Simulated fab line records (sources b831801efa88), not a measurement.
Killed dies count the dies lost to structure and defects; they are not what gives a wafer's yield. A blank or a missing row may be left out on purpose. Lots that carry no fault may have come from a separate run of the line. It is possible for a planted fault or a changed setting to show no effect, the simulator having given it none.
2 desks, one fault	flow sky130	numbers are kept per desk, each desk with only its own; the story behind them comes last

== THE METROLOGY DESK ==
Lot by lot, what the gauges showed, no matter which tool ran the lot: averages of those sampled wafers that carry a number. If a lot's mean is further than 4 standard deviations from the usual mean, the lot is out of limits and carries the mark OUT (the distance appears in the brackets).
Columns: A = POLY_GATE_CVD_00_THK at SKY_POLY_GATE_THK_MEAS_01, usual 179.2 nm; B = LDD_LDN_OVL at SKY_LDD_LDN_OVL_MEAS_07, usual 0.6 nm; C = SD_N_TW at SKY_SD_N_TW_MEAS_12, usual 3986; D = SD_N_RS at SKY_SD_N_RS_MEAS_16, usual 68.57 ohm/sq
lot	first seen here	A	B	C	D
L815	day 16 02:35	178.8	1.9	3938	68.54
L819	day 16 08:52	180.3	-0.4	4064	68.68
L821	day 16 18:35	179.7	0.9	3926	68.47
L822	day 17 04:50	179.2	-0.1	3965	68.42
L825	day 18 06:32	179.7	1.3	3983	68.51
L827	day 19 08:43	177.7	1.0	4012	68.62
L828	day 20 00:11	175.9	1.2	3917	68.64
L833	day 21 05:46	180.7	1.8	4273 (+5.6) OUT	60.41 (-74) OUT
L834	day 21 20:37	178.6	3.2	4211 (+4.4) OUT	60.58 (-73) OUT
L835	day 21 22:25	180.1	2.0	4224 (+4.7) OUT	60.61 (-72) OUT
This desk reports L833, L834, L835 out of limits; the earliest was L833 at day 34 13:55 (SD_N_TW at SKY_SD_N_TW_MEAS_12). In limits: L815, L819, L821, L822, L825, L827, L828.

== AT THE TOOL OWNER'S DESK: implanter-01 ==
The tool's own readings at SKY_SD_N_IMPLANT_09: means of the sampled wafers that have a number, for each lot that ran on this tool. If a lot's mean is further than 4 standard deviations from the usual mean, the lot is out of limits and carries the mark OUT (the distance appears in the brackets).
Columns: A = beam_energy_keV at SKY_SD_N_IMPLANT_09, usual 49.998; B = beam_on_s at SKY_SD_N_IMPLANT_09, usual 17.6 s; C = dose_ions_cm2 at SKY_SD_N_IMPLANT_09, usual 4e+15
lot	first seen here	A	B	C
L815	day 30 03:02	49.976	17.9	4e+15
L819	day 30 07:41	49.986	17.5	4e+15
L821	day 30 20:35	50.013	17.4	4e+15
L833	day 34 13:32	63.004 (+99 or more) OUT	17.8	4e+15
L834	day 35 02:02	63.019 (+99 or more) OUT	17.5	4e+15
L835	day 35 07:23	62.995 (+99 or more) OUT	17.8	4e+15
This desk's finding: out of limits on L833, L834, L835; first on L833, day 34 13:32 (beam_energy_keV at SKY_SD_N_IMPLANT_09). In limits: L815, L819, L821.

== ALL TOGETHER ==
The tool owner's desk could have raised an alarm at day 34 13:32, on L833, L834, L835.
The metrology desk could have raised an alarm at day 34 13:55, on L833, L834, L835.
The lots listed all ran SKY_SD_N_IMPLANT_09 on implanter-01.

== WHAT THE SIMULATOR PUT IN ==
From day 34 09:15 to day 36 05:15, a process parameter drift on implanter-01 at SKY_SD_N_IMPLANT_09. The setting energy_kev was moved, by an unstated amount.
Shown lots that were struck: L833, L834, L835.
Delay (hours) between the fault's onset and each desk's first out-of-limits reading: 4 at the tool owner's desk, 5 at the metrology desk.
